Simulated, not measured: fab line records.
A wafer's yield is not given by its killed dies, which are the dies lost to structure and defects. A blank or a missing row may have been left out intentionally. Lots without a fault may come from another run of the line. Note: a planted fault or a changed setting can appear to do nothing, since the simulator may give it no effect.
Which tool is to blame?	flow sky130	40 wafers from 14 lots sampled at 2 of the route's 708 steps

## WHAT THE GAUGES SHOWED, per wafer
SKY_LDD_P_CD_MEAS_07: the cd target is 380 nm. Usual: cd_nm at 380.8 nm, with a standard deviation of 2.5.
lot	measured	on	cd_nm (nm)	flag
L788	day 20 11:46	cd_sem-01	380.6 381.9 380.1	
L789	day 20 12:52	cd_sem-01	380.1 381.3 380.7	
L790	day 20 19:32	cd_sem-01	385.2 382.5 382.5	
L791	day 21 05:22	cd_sem-02	381.2 383.1 380.1	
L792	day 21 12:59	cd_sem-02	376.3 379.1 377.5	
L793	day 21 17:11	cd_sem-02	386.4 385.6 385.8	
L794	day 22 08:49	cd_sem-02	381.4 379.6 379.9	
L795	day 22 09:28	cd_sem-02	380.3 383.0 382.2	
L796	day 22 18:28	cd_sem-01	380.3 382.9 383.9	
L797	day 23 13:59	cd_sem-01	381.0 381.0 382.6	
L798	day 23 18:34	cd_sem-02	375.8 379.9 377.2	
L804	day 25 15:35	cd_sem-01	401.2 401.8	OFF
L806	day 26 08:14	cd_sem-02	379.9 400.4	OFF
L810	day 27 17:40	cd_sem-01	385.1 382.1 386.5	

## WHICH TOOL RAN EACH LOT (tool, then ch and the chambers of the sampled wafers, then the start)
lot	SKY_LDD_P_DEVELOP_06
L788	litho_track-01 ch 0, day 20 11:37
L789	litho_track-04 ch 0, day 20 12:43
L790	litho_track-03 ch 0, day 20 19:23
L791	litho_track-01 ch 0, day 21 05:10
L792	litho_track-03 ch 0, day 21 12:50
L793	litho_track-03 ch 0, day 21 17:02
L794	litho_track-04 ch 0, day 22 08:40
L795	litho_track-01 ch 0, day 22 09:19
L796	litho_track-04 ch 0, day 22 18:19
L797	litho_track-03 ch 0, day 23 13:50
L798	litho_track-01 ch 0, day 23 18:26
L804	litho_track-01 ch 0, day 25 15:28
L806	litho_track-01 ch 0, day 26 08:05
L810	litho_track-04 ch 0, day 27 17:31
- SKY_LDD_P_DEVELOP_06: develop time 60 s.

## AS READ BY THE TOOLS THEMSELVES (means over the sampled wafers that have a number; for cases with no such wafer, the mark the record gives instead)
The record holds no such reading with a usual standard deviation.

## THE ANSWER, worked out from the rows above alone
Rule: a lot is off if the mean of its wafers that have a number lies more than 3 standard deviations from the usual mean. Also off: a lot with no number at a reading for which 4 or more lots have one. All remaining lots with rows at the step are treated as sound. The gauges are gone through in route order, then the tools' own readings, and for those a lot's mean is taken as printed above. The first step at which some lot is off is used, and at that step the reading that is off furthest; a lot without a number counts as furthest.
Off, at SKY_LDD_P_CD_MEAS_07 on cd_nm: L804, L806.
A tool fits if, at a process step before that reading, it ran every lot that is off, and no sound lot after the first of them. Gauges at SKY_LDD_P_CD_MEAS_07: tried the same way as those tools. One fits: SKY_LDD_P_DEVELOP_06 on litho_track-01. Its last sound lot is L798 (day 23 18:26), its first lot that is off L804 (day 25 15:28): a fault that began between those two fits.

## WHAT HAD BEEN PUT IN BY THE SIMULATOR
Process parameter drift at SKY_LDD_P_DEVELOP_06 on litho_track-01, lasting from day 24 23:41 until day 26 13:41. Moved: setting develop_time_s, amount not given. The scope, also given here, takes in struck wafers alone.
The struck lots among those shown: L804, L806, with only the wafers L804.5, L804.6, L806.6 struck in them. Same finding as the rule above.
